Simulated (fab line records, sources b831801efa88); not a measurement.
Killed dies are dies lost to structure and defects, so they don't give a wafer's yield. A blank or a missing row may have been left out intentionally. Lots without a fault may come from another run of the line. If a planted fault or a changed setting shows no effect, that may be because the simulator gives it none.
8D (eight disciplines) problem report, filled in by code | flow gf180mcu | the parts of the form that need people (team, actions taken, sign-off) are left out

== 1. THE ISSUE ==
At GF_STI_WET_ETCH_28, run length s averages 42.5 s over 6 wafers from 2 lots, while fault-free wafers read 68.3 s, standard deviation 2.9. That puts it -8.9 standard deviations away from the usual mean.
The step: etches SiO2 in dHF, target depth 20 nm, time 40 s.
First seen on wafer L274.2, day 5 11:02, on wet bench-03. The record holds 18 wafers of 6 lots with a number at this step. The rule behind "out" and "out of limits": a value lying over 4 standard deviations away from the usual mean. Any other wafer with a number is counted as sound.

== 2. WHAT THIS IS AND IS NOT ==
question                    | is                     | is not
which readings at this step | run length s           | temp c
which lots                  | L274, L275             | L260, L268, L281, L282
which wafers of those lots  | all that have a number | -
read on which tools         | wet bench-03           | wet bench-01, wet bench-04
when                        | from day 5 11:02       | up to then (6 sound wafers); but 6 sound wafers of L281, L282 came after

== 3. WHAT RULES OUT EACH SUSPECT ==
Counting: a tool at any process step up to the reading remains a suspect when it ran all the lots that are out and ran no sound lot after the first of those.
- wet bench-03 at GF_STI_WET_ETCH_28 (etches SiO2 in dHF, target depth 20 nm, time 40 s): kept. It processed each lot that is out, first L274 at day 5 11:02, and no sound lot thereafter; up to then, the last sound lot it processed was L260 at day 2 09:08. Its own run length s readings are out on those wafers.
Left after counting: wet bench-03 at GF_STI_WET_ETCH_28.

== 4. THE CAUSE (what the simulator had put in) ==
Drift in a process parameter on wet bench-03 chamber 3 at GF_STI_WET_ETCH_28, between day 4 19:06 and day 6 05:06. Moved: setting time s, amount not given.
After counting, this tool was the only one left.

== 5. THE CHAIN OF EFFECTS, in route order ==
Each row: a reading where the mean over the struck wafers with a number is more than 3 standard deviations away from the usual. Only readings for which the record gives a usual standard deviation are gone through. hours: the time from each lot's start at the first step in this table that gives one to its start at this step, as a median over the lots. sigmas: the change in usual standard deviations.
hours | step               | reading      | usual  | on struck wafers | change | sigmas
0     | GF_STI_WET_ETCH_28 | run length s | 68.3 s | 42.5             | -25.8  | -8.9
Its process steps:
- GF_STI_WET_ETCH_28: etches SiO2 in dHF, target depth 20 nm, time 40 s.
Later steps that measure or inspect, where all struck wafers having a row at the step show a number for every such reading and not one has moved that far: GF_STI_THK_MEAS_30, GF_DNWELL_TW_MEAS_09, GF_NWELL_OVL_MEAS_07, GF_NWELL_TW_MEAS_11.

== 6. WHAT WOULD HAVE CAUGHT IT SOONER ==
In this record the first reading out of limits was taken at day 5 11:02, 16 hours after the fault began at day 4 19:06.
